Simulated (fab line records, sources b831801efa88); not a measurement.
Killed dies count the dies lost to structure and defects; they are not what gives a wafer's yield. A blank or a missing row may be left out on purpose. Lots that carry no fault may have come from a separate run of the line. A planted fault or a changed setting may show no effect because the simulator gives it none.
One fault seen from 2 desks    flow gf180mcu    what lay behind the numbers comes last; until then each desk has only its own

METROLOGY DESK
What the gauges read, lot by lot, whatever tool the lot ran on: means of the sampled wafers that have a number. If a lot's mean is further than 4 standard deviations from the usual mean, the lot is out of limits and carries the mark OUT (the distance appears in the brackets).
Columns: A = V4_W_RS at GF_V4_RS_MEAS_24, usual 0.327 ohm/sq
lot   first seen here  A
L326  day 24 08:50     0.329
L327  day 25 03:22     0.330
L329  day 25 16:26     0.325
L330  day 25 20:25     0.329
L331  day 26 02:20     0.325
L332  day 26 21:48     0.332
L333  day 27 02:32     0.324
L334  day 27 04:02     0.332
L340  day 29 00:23     0.329
L343  day 29 21:53     0.332
L346  day 30 16:50     0.323
L347  day 30 22:58     0.331
L348  day 31 10:01     0.326
Finding of this desk: none of the 13 lots has anything out of limits.

DESK OF THE TOOL OWNER: pvd-sputter-03
At GF_MIM_SPUTTER_04 (material TiN, target thk 50 nm, time 41.7 s) the tool's own readings: per lot run on this tool, the mean of the sampled wafers that have a number. If a lot's mean is further than 4 standard deviations from the usual mean, the lot is out of limits and carries the mark OUT (the distance appears in the brackets).
Columns: A = throttle-valve-pct at GF_MIM_SPUTTER_04, usual 30.0 %
lot   first seen here  A
L326  day 24 09:31     29.2
L330  day 25 21:05     29.8
L331  day 26 03:01     30.1
L332  day 26 22:39     29.0
L334  day 27 04:42     29.6
L340  day 29 03:35     29.7
L343  day 29 22:33     30.5
Finding of this desk: none of the 7 lots has anything out of limits.

ALL TOGETHER
At the metrology desk, nothing out of limits was observed.
Nothing out of limits was seen by the tool owner's desk.

WHAT WAS PUT IN BY THE SIMULATOR
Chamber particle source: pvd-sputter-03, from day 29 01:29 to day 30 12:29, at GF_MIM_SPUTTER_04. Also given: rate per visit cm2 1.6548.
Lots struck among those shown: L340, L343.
